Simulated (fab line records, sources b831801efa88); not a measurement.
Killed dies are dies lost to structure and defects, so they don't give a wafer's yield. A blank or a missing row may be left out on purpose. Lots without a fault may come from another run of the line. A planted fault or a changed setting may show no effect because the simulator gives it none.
Chamber matching | flow gf180mcu | GF_STI_ETCH_14 on rie_si-02: 4 sister chambers
The step etches Si in HBr/Cl2/O2, target depth 360 nm, time 102.9 s. 7 wafers are shown with their chamber, then 7 later ones without.

WAFERS WITH THEIR CHAMBER
wafer  | chamber | drypump_motor_current_A (A) | throttle_valve_pct (%)
L532.3 | 0       | 6.5                         | 25.696
L532.5 | 1       | 6.5                         | 25.675
L536.1 | 2       | 5.6                         | 25.670
L536.3 | 3       | 5.8                         | 25.678
L536.4 | 1       | 6.5                         | 25.664
L542.1 | 2       | 5.5                         | 25.674
L542.3 | 3       | 5.9                         | 25.676

WAFERS WITHOUT THEIR CHAMBER
wafer  | drypump_motor_current_A (A) | throttle_valve_pct (%)
L542.4 | 6.5                         | 25.657
L544.1 | 6.5                         | 25.677
L544.4 | 5.6                         | 25.680
L544.5 | 6.4                         | 25.668
L551.1 | 5.9                         | 25.675
L551.4 | 5.6                         | 25.667
L551.5 | 6.5                         | 25.666

WHICH CHAMBER EACH WENT THROUGH
wafer  | from the rows above | in truth
L542.4 | 1                   | 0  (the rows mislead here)
L544.1 | 1                   | 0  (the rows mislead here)
L544.4 | 2                   | 2
L544.5 | 1                   | 1
L551.1 | 3                   | 3
L551.4 | 2                   | 2
L551.5 | 1                   | 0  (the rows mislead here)
Placed correctly: 4 of 7. Can't be placed from these rows: 0. Placed wrongly: 3.
How it was worked out, from the rows above alone: a wafer's distance from a chamber is the root of the sum, over the readings, of the square of ((its reading less the chamber's mean) divided by the reading's scatter). The wafer belongs to the nearest chamber; if the next one is less than 2 further off, it can't be placed. A chamber's mean is the mean of its shown wafers. The scatter: the root of (the sum of the squares of (reading less its chamber's mean) over the shown wafers, divided by (wafers less chambers)).
